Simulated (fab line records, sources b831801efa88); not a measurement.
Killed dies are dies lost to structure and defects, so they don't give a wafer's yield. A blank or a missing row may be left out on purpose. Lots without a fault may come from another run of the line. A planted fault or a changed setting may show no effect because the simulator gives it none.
fab line records | flow sky130
record lots=5 wafers=15 last_day=49
route steps=708 shown POLY_CUT@317 SD_P@320 RES_XHIGH@332 SD_N@342 PAD_OPEN@708
lots that met no fault: from a run of the same line without faults
start_h: hours from the record's first day to the start of the lot's first wafer shown | wait_h: hours since the lot's step before | " the same as in the row above | L1.1+2: a row that stands for several wafers | - no value, or no start given | * or withheld: withheld | < > ~ a bound
route shown NAME@n: a module of which the file shows steps, and the number in the route of the first | usual: mean/standard deviation of fault-free wafers | same: alike in all rows | chamber/n: place in a boat | sites: the reading at each site | _std_site: their standard deviation | _edge_site: outer sites' mean less inner sites' | radius_mm: how far each site lies from the wafer's centre | mask NAME#n: copy n | behind: the tool/chamber that last shaped the wafer | hold: why the lot was held/for how many hours/how that ended | device: the transistor (n, p or np) that didn't switch | end of line: the same wafers' tests at the end of the route | a step without rows: its recipe alone | killed: dies lost to structure and defects at the first sort, not the wafer's yield | map: a wafer's dies, x killed, . not, _ none there
set.NAME: the setting as run; set.NAME@STEP: as run at that earlier step | model.NAME: the simulator's own value behind a step, which no gauge read
lots at some steps of the route; a table a step, a row a wafer
services: from which hour (start_h, from the record's first day; less than 0 if before it) a tool's chamber was out of use, for how many hours, and why
## steps
# step SKY_POLY_CUT_ETCH_10
# recipe chemistry=N2/H2 target=BARC ion_energy_ev=200 source_w=500 bias_w=100 pressure_mtorr=30 n2_flow_sccm=100 h2_flow_sccm=200 stop_on=SiO2 time_s=45.9 target_depth_a=600
# step SKY_POLY_CUT_ETCH_11
# recipe target=Si3N4 chemistry=CF4/CH2F2/Ar stop_on=poly-Si source_w=600 bias_w=150 pressure_mtorr=40 cf4_flow_sccm=40 ch2f2_flow_sccm=20 Ar_flow_sccm=150 time_s=42.5 target_depth_a=600
# step SKY_POLY_CUT_STRIP_12
# recipe chemistry=O2/N2 power_w=1400 pressure_mtorr=1500 platen_temp_c=withheld o2_flow_sccm=3000 n2_flow_sccm=300 overash_fraction=0.5
# step SKY_SD_P_DEHYDRATE_00
# recipe temp_c=200 time_s=60
# step SKY_SD_P_HMDS_01
# recipe prime_time_s=60 prime_temp_c=120
# step SKY_SD_P_COAT_02
# recipe resist=NOVOLAK spin_rpm=3000 resist_thk_nm=1140
# step SKY_SD_P_SOFTBAKE_03
# recipe temp_c=90 time_s=60 resist=NOVOLAK
# step SKY_SD_P_EXPOSE_04
# recipe mask_id=PSDM na=0.6 source_shape=conventional sigma_outer=0.6 polarization=unpolarized target_cd_nm=380 dose_mj=138
# step SKY_SD_P_PEB_05
# recipe temp_c=withheld time_s=* resist=NOVOLAK
# step SKY_SD_P_DEVELOP_06
# recipe resist=NOVOLAK developer=TMAH develop_time_s=60 dev_temp_c=23
# step SKY_SD_P_IMPLANT_09
# recipe species=BF2 energy_kev=20 dose_cm2=3e+15 tilt_deg=0
# columns lot.wafer tool chamber start_h wait_h
L908.1+2+3 implanter-03 0 614.93 0.0
L919.1+4+6 implanter-03 0 707.42 0.0
L921.3+4+6 implanter-03 0 724.41 0.1
L922.2+3+6 implanter-03 0 729.85 0.0
L923.3+4+6 implanter-02 0 734.43 0.1
# step SKY_SD_P_STRIP_10
# recipe chemistry=O2/N2 power_w=1400 pressure_mtorr=1500 platen_temp_c=withheld o2_flow_sccm=3000 n2_flow_sccm=300 overash_fraction=0.5
# usual drypump_motor_current_A=5.9/0.3 oes_product_au=0.618/0.0047 strip_time_to_endpoint_s=17.49/0.042
# columns lot.wafer tool chamber start_h wait_h drypump_motor_current_A oes_product_au rf_hours_counter_h strip_time_to_endpoint_s
L908.1 plasma_asher-01 1 615.08 0.1 6.3 0.623 47 17.52
L908.2 " 0 " " 6.0 0.621 47 17.56
L908.3 " 0 " " 5.9 0.619 - 17.56
L919.1 plasma_asher-04 1 707.57 0.1 6.2 0.619 28 17.11
L919.4 " 0 " " 5.6 0.629 - 17.08
L919.6 " 0 " " 5.6 0.621 - 17.07
L921.3 plasma_asher-04 0 724.54 0.1 5.6 0.627 - 17.08
L921.4 " 1 " " 6.2 0.625 - 17.07
L921.6 " 0 " " 5.6 0.624 - 17.06
L922.2 plasma_asher-03 0 729.98 0.1 5.6 0.625 89 17.16
L922.3 " 0 " " 5.6 0.635 - 17.18
L922.6 " 1 " " 5.4 0.625 - 17.15
L923.3 plasma_asher-03 0 734.56 0.1 5.7 0.611 - 17.45
L923.4 " 1 " " 5.4 0.619 - 17.44
L923.6 " 1 " " 5.4 0.620 - 17.46
# step SKY_SD_P_TW_MEAS_11
# usual SD_P_TW=2829/30
# columns lot.wafer tool chamber start_h wait_h SD_P_TW
L908.1 film_metro-04 - 615.18 0.1 2836
L908.2 " - " " 2834
L908.3 " - " " 2845
L919.1 film_metro-02 - 707.67 0.1 2684
L919.4 " - " " 2690
L919.6 " - " " 2690
L921.3 film_metro-03 - 724.63 0.1 2736
L921.4 " - " " 2738
L921.6 " - " " 2742
L922.2 film_metro-02 - 730.09 0.1 2718
L922.3 " - " " 2707
L922.6 " - " " 2705
L923.3 film_metro-04 - 734.65 0.1 2861
L923.4 " - " " 2843
L923.6 " - " " 2845
# step SKY_RES_XHIGH_DEHYDRATE_00
# recipe temp_c=200 time_s=60
# step SKY_RES_XHIGH_HMDS_01
# recipe prime_time_s=60 prime_temp_c=120
# step SKY_RES_XHIGH_COAT_02
# recipe resist=NOVOLAK spin_rpm=3000 resist_thk_nm=1140
# step SKY_RES_XHIGH_SOFTBAKE_03
# recipe temp_c=90 time_s=60 resist=NOVOLAK
# step SKY_RES_XHIGH_EXPOSE_04
# recipe mask_id=URPM na=0.6 source_shape=conventional sigma_outer=0.6 polarization=unpolarized target_cd_nm=1270 dose_mj=140
# step SKY_RES_XHIGH_PEB_05
# recipe temp_c=withheld time_s=* resist=NOVOLAK
# step SKY_RES_XHIGH_DEVELOP_06
# recipe resist=NOVOLAK developer=TMAH develop_time_s=60 dev_temp_c=23
# step SKY_RES_XHIGH_IMPLANT_07
# recipe species=BF2 energy_kev=19.61 dose_cm2=3.6e+14 tilt_deg=0
# step SKY_RES_XHIGH_STRIP_08
# recipe chemistry=O2/N2 power_w=1400 pressure_mtorr=1500 platen_temp_c=withheld o2_flow_sccm=3000 n2_flow_sccm=300 overash_fraction=0.5
# step SKY_SD_N_DEHYDRATE_00
# recipe temp_c=200 time_s=60
# step SKY_SD_N_HMDS_01
# recipe prime_time_s=60 prime_temp_c=120
# step SKY_SD_N_COAT_02
# recipe resist=NOVOLAK spin_rpm=3000 resist_thk_nm=1140
# step SKY_SD_N_SOFTBAKE_03
# recipe temp_c=90 time_s=60 resist=NOVOLAK
# step SKY_SD_N_EXPOSE_04
# recipe mask_id=NSDM na=0.6 source_shape=conventional sigma_outer=0.6 polarization=unpolarized target_cd_nm=380 dose_mj=139.3
# step SKY_SD_N_PEB_05
# recipe temp_c=withheld time_s=* resist=NOVOLAK
# step SKY_SD_N_DEVELOP_06
# recipe resist=NOVOLAK developer=TMAH develop_time_s=60 dev_temp_c=23
# step SKY_SD_N_IMPLANT_09
# recipe species=As energy_kev=50 dose_cm2=4e+15 tilt_deg=0
# step SKY_SD_N_IMPLANT_10
# recipe species=P energy_kev=20 dose_cm2=1e+14 tilt_deg=0
# step SKY_SD_N_STRIP_11
# recipe chemistry=O2/N2 power_w=1400 pressure_mtorr=1500 platen_temp_c=withheld o2_flow_sccm=3000 n2_flow_sccm=300 overash_fraction=0.5
# step SKY_SD_N_CLEAN_13
# recipe chemistry=SC1/SC2 mix=1:4:20 temp_c=70 time_s=150 dry=n2_spin
# step SKY_SD_N_RTA_14
# recipe temp_c=1075 time_s=2 idle_temp_c=650 ramp_up_c_per_s=150 ramp_down_c_per_s=90 ambient=N2
# step SKY_SD_N_RS_MEAS_17
# recipe thk_meas_gauge=four-point-probe
# usual SD_P_RS=147.1/0.37
# columns lot.wafer tool chamber start_h wait_h SD_P_RS[ohm/sq]
L908.1 film_metro-04 - 674.61 0.1 147.3
L908.2 " - " " 146.5
L908.3 " - " " 147.1
L919.1 film_metro-03 - 763.62 0.1 150.5
L919.4 " - " " 150.3
L919.6 " - " " 151.0
L921.3 film_metro-03 - 779.66 0.1 150.1
L921.4 " - " " 150.0
L921.6 " - " " 150.2
L922.2 film_metro-02 - 784.94 0.1 149.8
L922.3 " - " " 150.1
L922.6 " - " " 149.6
L923.3 film_metro-02 - 788.76 0.1 147.2
L923.4 " - " " 147.7
L923.6 " - " " 147.3
# step SKY_PAD_OPEN_PROBE_99
# usual killed_at_M0_to_M3=43/7.5 killed_at_M4_up=3.0/1.6 killed_at_contacts=23/5.8 killed_at_front_end=14/4.8 killed_at_other=0.3/0.52 killed_dies=84/9.1 killed_open=47/7.2 killed_short=37/5.8
# same gross_dies=492 killed_at_back_side=0
# columns lot.wafer tool chamber start_h wait_h killed_at_M0_to_M3 killed_at_M4_up killed_at_contacts killed_at_front_end killed_at_other killed_dies killed_open killed_short model.etest.res_high_po.line_ohm_um model.etest.licon_high_po.rc_ohm model.etest.res_pdiff.line_ohm_um model.etest.licon_pdiff.rc_ohm model.etest.res_high_po.rs_ohm_sq model.etest.res_pdiff_hv.rs_ohm_sq model.etest.res_pdiff.rs_ohm_sq
L908.1 prober-02 - 1096.97 0.1 40 3 28 15 0 86 53 33 735.9 348.8 1341 591.9 262.5 190.4 194.5
L908.2 prober-02 - 1097.02 0.1 47 2 20 12 0 81 50 31 724.6 337.2 1289 568.8 260.1 188.5 194.6
L908.3 prober-02 - 1097.07 0.2 52 4 16 11 0 83 37 46 768.7 354.7 1360 591 265.2 187.3 196.2
L919.1 prober-02 - 1160.26 0.1 42 4 22 19 0 87 46 41 857 467.3 1444 611.7 308.9 202.5 210
L919.4 prober-02 - 1160.41 0.2 27 2 24 15 0 68 37 31 879.6 460 1480 608.3 305.7 203.9 209.6
L919.6 prober-02 - 1160.51 0.2 43 5 20 10 0 78 49 29 856.3 473.5 1448 627.6 311.4 205.5 210.2
L921.3 prober-02 - 1171.68 0.2 49 4 12 15 0 80 37 43 822.3 442.6 1410 651.9 282.6 201.7 206.9
L921.4 prober-02 - 1171.73 0.2 53 1 20 23 0 97 55 42 828.8 421.6 1409 625.2 283.8 203 208.5
L921.6 prober-02 - 1171.83 0.2 34 4 19 11 0 68 39 29 854 468.6 1434 618.5 296.9 203.2 209.4
L922.2 prober-01 - 1174.64 0.1 50 2 20 7 1 80 44 36 828.1 430.4 1404 617.2 290 198.2 201.2
L922.3 prober-01 - 1174.69 0.2 43 6 35 7 0 91 51 40 832.4 443 1402 596.9 297.6 197.7 201.4
L922.6 prober-01 - 1174.84 0.2 55 2 24 4 0 85 52 33 821.2 449.6 1424 592.9 290.6 201.7 204.2
L923.3 prober-02 - 1177.49 0.2 62 4 20 9 2 97 62 35 764.3 364.9 1356 579.3 266.5 193.2 197.5
L923.4 prober-02 - 1177.54 0.2 47 2 19 11 1 80 43 37 762.7 349.5 1349 584.8 272.4 193.2 198.8
L923.6 prober-02 - 1177.64 0.2 56 2 23 13 0 94 51 43 736.6 339.8 1369 592.4 262.2 193.8 196.9
# killed by level:class
L908.1 VIA1:geometric_particle:open=16 CONTACT:geometric_particle:open=12 LI_CONTACT:geometric_particle:open=7 VIA2:geometric_particle:open=6 METAL1:geometric_particle:short=5 FIELD_ISO:geometric_particle:short=4 POLY_GATE:geometric_particle:short=4 POLY_GATE:geometric_particle:open=4
L908.2 VIA1:geometric_particle:open=17 METAL1:geometric_particle:short=7 LI_CONTACT:geometric_particle:open=6 CONTACT:geometric_particle:open=5 FIELD_ISO:geometric_particle:open=4 POLY_GATE:geometric_particle:open=4 LI_CONTACT:geometric_particle:short=4 METAL2:geometric_particle:short=4
L908.3 METAL2:geometric_particle:short=12 VIA1:geometric_particle:open=11 METAL1:geometric_particle:short=7 CONTACT:geometric_particle:short=6 CONTACT:geometric_particle:open=6 VIA3:geometric_particle:open=6 VIA1:geometric_particle:short=5 VIA2:geometric_particle:open=5
L919.1 VIA3:geometric_particle:open=9 FIELD_ISO:geometric_particle:open=7 LI_CONTACT:geometric_particle:open=7 VIA1:geometric_particle:open=7 FIELD_ISO:geometric_particle:short=6 LOCAL_INTERCONNECT:geometric_particle:short=6 VIA1:geometric_particle:short=6 VIA2:geometric_particle:open=6
L919.4 CONTACT:geometric_particle:open=10 LI_CONTACT:geometric_particle:open=6 VIA2:geometric_particle:open=5 CONTACT:geometric_particle:short=5 VIA1:geometric_particle:open=5 POLY_GATE:geometric_particle:short=4 FIELD_ISO:geometric_particle:open=3 FIELD_ISO:geometric_particle:short=3
L919.6 CONTACT:geometric_particle:open=12 VIA1:geometric_particle:open=10 METAL1:geometric_particle:short=9 VIA2:geometric_particle:open=7 FIELD_ISO:geometric_particle:open=5 METAL4:geometric_particle:short=5 VIA1:geometric_particle:short=4 LI_CONTACT:geometric_particle:open=3
L921.3 VIA1:geometric_particle:short=14 VIA1:geometric_particle:open=10 FIELD_ISO:geometric_particle:open=5 METAL1:geometric_particle:short=5 VIA2:geometric_particle:open=5 CONTACT:geometric_particle:open=5 FIELD_ISO:geometric_particle:short=4 VIA3:geometric_particle:open=4
L921.4 VIA1:geometric_particle:open=14 FIELD_ISO:geometric_particle:short=9 FIELD_ISO:geometric_particle:open=8 VIA3:geometric_particle:open=8 VIA1:geometric_particle:short=7 CONTACT:geometric_particle:open=6 METAL2:geometric_particle:short=5 LI_CONTACT:geometric_particle:open=5
L921.6 VIA1:geometric_particle:open=8 METAL1:geometric_particle:short=7 CONTACT:geometric_particle:open=6 LI_CONTACT:geometric_particle:open=6 VIA2:geometric_particle:open=5 CONTACT:geometric_particle:short=3 VIA3:geometric_particle:open=3 FIELD_ISO:geometric_particle:open=2
L922.2 VIA3:geometric_particle:open=16 CONTACT:geometric_particle:open=7 VIA1:geometric_particle:open=7 METAL2:geometric_particle:short=7 VIA1:geometric_particle:short=6 VIA2:geometric_particle:open=5 METAL1:geometric_particle:short=4 LI_CONTACT:geometric_particle:open=4
L922.3 VIA1:geometric_particle:open=12 CONTACT:geometric_particle:open=11 CONTACT:geometric_particle:short=9 LI_CONTACT:geometric_particle:open=8 VIA2:geometric_particle:open=7 METAL2:geometric_particle:short=6 LOCAL_INTERCONNECT:geometric_particle:short=5 METAL1:geometric_particle:short=5
L922.6 VIA1:geometric_particle:open=12 CONTACT:geometric_particle:open=10 VIA2:geometric_particle:open=8 VIA3:geometric_particle:open=8 LI_CONTACT:geometric_particle:open=7 METAL1:geometric_particle:short=7 METAL2:geometric_particle:short=6 METAL2:geometric_particle:open=4
L923.3 VIA1:geometric_particle:open=13 VIA3:geometric_particle:open=11 VIA2:geometric_particle:open=9 CONTACT:geometric_particle:open=9 METAL2:geometric_particle:short=8 LI_CONTACT:geometric_particle:open=6 METAL1:geometric_particle:short=6 VIA1:geometric_particle:short=6
L923.4 VIA1:geometric_particle:open=16 LI_CONTACT:geometric_particle:open=7 LOCAL_INTERCONNECT:geometric_particle:short=7 VIA2:geometric_particle:open=6 VIA1:geometric_particle:short=6 FIELD_ISO:geometric_particle:short=4 CONTACT:geometric_particle:open=4 METAL2:geometric_particle:short=4
L923.6 VIA1:geometric_particle:open=13 LI_CONTACT:geometric_particle:open=10 METAL1:geometric_particle:short=9 VIA1:geometric_particle:short=9 CONTACT:geometric_particle:open=7 VIA2:geometric_particle:open=7 VIA3:geometric_particle:open=6 POLY_GATE:geometric_particle:short=5
## services
# columns tool chamber start_h hours kind
implanter-03 - 626.17 2.4 repair
implanter-02 - 647.66 1.4 repair
plasma_asher-03 - 649.23 1.9 repair
plasma_asher-04 - 684.14 0.4 repair
plasma_asher-03 - 700.42 1.3 repair
plasma_asher-03 - 704.45 2.7 repair
## key
first_sign step=SKY_SD_P_STRIP_10 reading=strip_time_to_endpoint_s direction=down sigmas=9.1 usual=* struck=*
effect step=SKY_SD_P_TW_MEAS_11 reading=SD_P_TW direction=down sigmas=3.9 usual=2829 struck=2712
effect step=SKY_SD_N_RS_MEAS_17 reading=SD_P_RS direction=up sigmas=8.3 usual=147.1 struck=150.2
model_effect step=SKY_PAD_OPEN_PROBE_99 value=etest.res_high_po.line_ohm_um without=735.1 struck=842.2
met_at SKY_SD_P_IMPLANT_09
struck_wafers L919.1,L919.4,L919.6,L921.3,L921.4,L921.6,L922.2,L922.3,L922.6
tester_left_out L919,L921,L922
onset_between 614.93 707.42
fault kind=process_parameter_drift tool=implanter-03 chamber=- onset_h=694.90 steps=SKY_SD_P_IMPLANT_09 channel=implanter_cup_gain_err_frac offset=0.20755 shape=step end_h=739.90
# tester_left_out: of these lots the tester's yield and bins aren't shown, on N5 and GAA mostly nor the transistor test; their killed dies are dies lost to structure and defects alone, not to doping, threshold or leakage, so they don't give the yield
